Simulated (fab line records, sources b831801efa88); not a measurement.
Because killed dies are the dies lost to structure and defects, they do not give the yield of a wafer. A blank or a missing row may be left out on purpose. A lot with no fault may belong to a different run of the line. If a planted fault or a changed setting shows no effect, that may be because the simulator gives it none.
The tool behind it: which one? ; flow sky130 ; 24 lots, 72 wafers sampled, at 2 steps of a route of 708

## WHAT EACH GAUGE READ, for each wafer
SKY_FIELD_ISO_THK_MEAS_25.
lot;measured;on;FIELD_ISO_CVD_24_THK (nm)
L074;day 2 11:11;filmMetro-01;588 594 590
L075;day 2 12:23;filmMetro-04;578 593 583
L076;day 2 17:27;filmMetro-01;590 592 595
L077;day 2 23:44;filmMetro-04;594 591 600
L078;day 3 05:20;filmMetro-02;609 613 592
L079;day 3 07:51;filmMetro-02;603 597 595
L080;day 3 14:04;filmMetro-04;603 600 600
L081;day 3 21:16;filmMetro-04;586 595 593
L082;day 4 01:38;filmMetro-01;595 589 599
L083;day 4 06:58;filmMetro-04;593 591 595
L084;day 4 07:03;filmMetro-01;592 591 589
L085;day 4 14:41;filmMetro-04;589 592 597
L086;day 4 20:58;filmMetro-01;594 598 585
L087;day 5 03:31;filmMetro-02;600 602 602
L088;day 5 13:07;filmMetro-01;588 593 595
L089;day 5 14:44;filmMetro-01;601 582 591
L090;day 5 18:55;filmMetro-02;604 596 599
L091;day 6 00:22;filmMetro-04;600 602 600
L092;day 6 04:55;filmMetro-04;588 594 582
L093;day 6 09:08;filmMetro-02;611 598 596
L094;day 6 17:26;filmMetro-02;595 593 593
L095;day 7 00:16;filmMetro-01;585 601 585
L096;day 7 02:51;filmMetro-04;591 596 599
L097;day 7 07:02;filmMetro-04;595 599 592

SKY_DNWELL_TW_MEAS_09.
lot;measured;on;DNWELL_TW
L074;day 3 07:49;filmMetro-04;1118 1122 1120
L075;day 3 10:23;filmMetro-03;1107 1107 1104
L076;day 3 17:27;filmMetro-02;1100 1101 1107
L077;day 3 21:43;filmMetro-03;1102 1105 1102
L078;day 4 02:10;filmMetro-02;1100 1105 1098
L079;day 4 03:44;filmMetro-04;1134 1128 1134
L080;day 4 10:55;filmMetro-04;1130 1130 1126
L081;day 4 18:40;filmMetro-04;1122 1122 1122
L082;day 5 03:52;filmMetro-03;1101 1101 1103
L083;day 5 06:46;filmMetro-04;1133 1131 1124
L084;day 5 06:26;filmMetro-03;1113 1108 1100
L085;day 5 12:58;filmMetro-03;1096 1094 1103
L086;day 5 20:24;filmMetro-04;1116 1120 1120
L087;day 6 02:10;filmMetro-02;1085 1090 1093
L088;day 6 12:26;filmMetro-04;1129 1127 1131
L089;day 6 15:54;filmMetro-04;1127 1131 1128
L090;day 6 20:55;filmMetro-02;1093 1095 1094
L091;day 7 00:36;filmMetro-02;1101 1102 1105
L092;day 7 05:53;filmMetro-03;1097 1096 1097
L093;day 7 11:37;filmMetro-03;1084 1081 1083
L094;day 7 21:46;filmMetro-02;1095 1102 1099
L095;day 8 02:07;filmMetro-03;1097 1093 1095
L096;day 8 05:38;filmMetro-03;1098 1097 1098
L097;day 8 08:59;filmMetro-03;1096 1105 1101

## WHAT TOOL EACH LOT RAN ON (gives the tool, then ch and the chambers of the sampled wafers, and finally the start)
No process step before these readings appears in the record.

## AS READ BY THE TOOLS THEMSELVES (means over the sampled wafers that have a number; for cases with no such wafer, the mark the record gives instead)
The record holds no such reading with a usual standard deviation.

## THE ANSWER, worked out from the rows above alone
Rule: the lots themselves supply what counts as usual. The widest of any qualifying gaps counts: lots, ordered by their means at a reading, are off when they make up no more than a third of the lots, leave a main group of 4 or more, and stand apart from it by 3 or more times the standard deviation of that group's means. A main group whose means are all the same, to the digits that the tables above print for the reading, isn't used. A lot without any number at a reading at which 4 lots or more have one is off too. Where the step has rows for the other lots, those lots are counted as sound. After the gauges, taken in route order, come the tools' own readings; for these a lot's mean is taken, as printed above. At the first step where some lot is off, the reading lying furthest off is the one used; lots without a number count as furthest.
None of the lots is off at any reading shown; this tells nothing.

## WHAT WAS PUT IN BY THE SIMULATOR
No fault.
